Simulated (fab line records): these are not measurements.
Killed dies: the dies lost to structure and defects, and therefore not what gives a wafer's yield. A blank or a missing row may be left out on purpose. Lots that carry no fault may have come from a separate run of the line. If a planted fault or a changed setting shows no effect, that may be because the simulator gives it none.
Comparing a struck lot with a sound one | flow sfq-line | 17 out of 325 route steps
Sound: the wafers L299.1, L299.3, L299.6. Struck: wafers L293.1, L293.2, L293.5. The cause is named last.
At each step with rows: each side's tool, then ch and its chambers, then its first start. Under that, the readings that differ: sound wafers | struck wafers | difference of the means | sigmas: that difference in standard deviations of wafers without a fault.
alike: words and numbers the same on both sides, and readings whose means are apart by under 2 such deviations; not compared: readings that were withheld, readings missing a value for some wafer, numbers with overlapping values and no deviation given by the record, and bounds like >300 which may hide the same value.
Wherever a step has rows on one side only, a row that says differs or no value, or a row with sigmas, the two part there. Numbers that have no deviation but don't overlap get no sigmas and don't part them. A reading that every wafer of one side lacks parts them only if that side has two wafers or more.

first, 1 step without rows for these wafers: SFQ_TRILAYER_M5_STRIP_SOLV_CLEAN_128 (cleans in NMP, time 600 s).
SFQ_TRILAYER_A5B_DEP_PECVD_129: deposits SiO2 from SiH4/N2O, time 133.33 s, target thk 600 nm.
  sound on pecvd-03 ch 0,1,2, day 58 23:05; struck on pecvd-03 ch 0,1, day 54 15:01
  alike: heater-power-w, rf-fwd-power-W, susceptor-temp-C, throttle-valve-pct
SFQ_TRILAYER_A5B_CMP_CMP_130: polishes, stops on Nb, target thk 340.7 nm.
  sound on cmp-02 ch 0,3, day 59 08:54; struck on cmp-01 ch 2,3, day 54 16:42
  alike: motor-current-A
then, 2 steps without rows for these wafers: SFQ_TRILAYER_A5B_METRO_MEASURE_131; SFQ_TRILAYER_R5_DEP_SPUTTER_132 (material Ti, target thk 5 nm, time 5 s).
SFQ_TRILAYER_R5_DEP_SPUTTER_133: material MoNx, target thk 40 nm, time 66.7 s.
  sound on pvd-sputter-04 at day 59 13:07; struck on pvd-sputter-04 at day 54 20:55
  alike: chamber-pressure-pa, throttle-valve-pct
SFQ_TRILAYER_R5_DEP_SPUTTER_134: material Ti, target thk 5 nm, time 5 s.
  sound on pvd-sputter-04 at day 59 13:10; struck on pvd-sputter-04 at day 54 20:58
  alike: chamber-pressure-pa, throttle-valve-pct
SFQ_R5_RS_MEAS_933: measurement is done with a four-point probe.
  sound on film-metro-04 at day 59 13:11; struck on film-metro-03 at day 54 20:59
  alike: R5_MONX_RS
SFQ_R5_THK_MEAS_934: measures by xrf.
  sound on film-metro-04 at day 59 13:19; struck on film-metro-03 at day 54 21:07
  alike: R5_MONX_THK
then, 3 steps without rows for these wafers: SFQ_TRILAYER_R5_LITHO_COAT_141 (resist thk 62 nm); SFQ_TRILAYER_R5_LITHO_COAT_136 (resist thk 600 nm); SFQ_TRILAYER_R5_LITHO_SOFTBAKE_140.
-- the record jumps here: 5 days lie between the struck wafers' starts before and after --
SFQ_TRILAYER_R5_LITHO_EXPOSE_137: exposes mask R5, target cd 500 nm.
  sound on krf-scanner-01 ch 0, day 64 08:05; struck on krf-scanner-02 ch 0, day 60 08:17
  reading                    | sound                | struck            | difference | sigmas
  model.R5.overlay-x-nm (nm) | -6.922 -6.922 -6.922 | 41.76 41.76 41.76 | +48.68     |
  alike: mask
then, 2 steps without rows for these wafers: SFQ_TRILAYER_R5_LITHO_PEB_139 (peb time 60 s); SFQ_TRILAYER_R5_LITHO_DEVELOP_138 (time 60 s).
SFQ_R5_OVL_MEAS_935:
  sound on overlay-02 at day 64 09:35; struck on overlay-02 at day 60 09:47
  reading     | sound     | struck   | difference | sigmas
  R5_OVL (nm) | -7 -13 -5 | 44 44 42 | +52        | +9
SFQ_TRILAYER_R5_BARC_OPEN_METAL_ETCH_177: etches BARC in O2, target depth 125 nm, time 41.7 s.
  sound on rie-metal-02 ch 0,1, day 64 09:38; struck on rie-metal-02 ch 0,1, day 60 09:50
  alike: drypump-motor-current-A, oes-product-au, rf-fwd-power-W
  not compared: rf-hours-counter-h

WHERE THEY PART
Only at SFQ_R5_OVL_MEAS_935, within this record. Later steps at which nothing parts them and some readings are alike: SFQ_TRILAYER_R5_BARC_OPEN_METAL_ETCH_177.

WHY: whatever the simulator had introduced
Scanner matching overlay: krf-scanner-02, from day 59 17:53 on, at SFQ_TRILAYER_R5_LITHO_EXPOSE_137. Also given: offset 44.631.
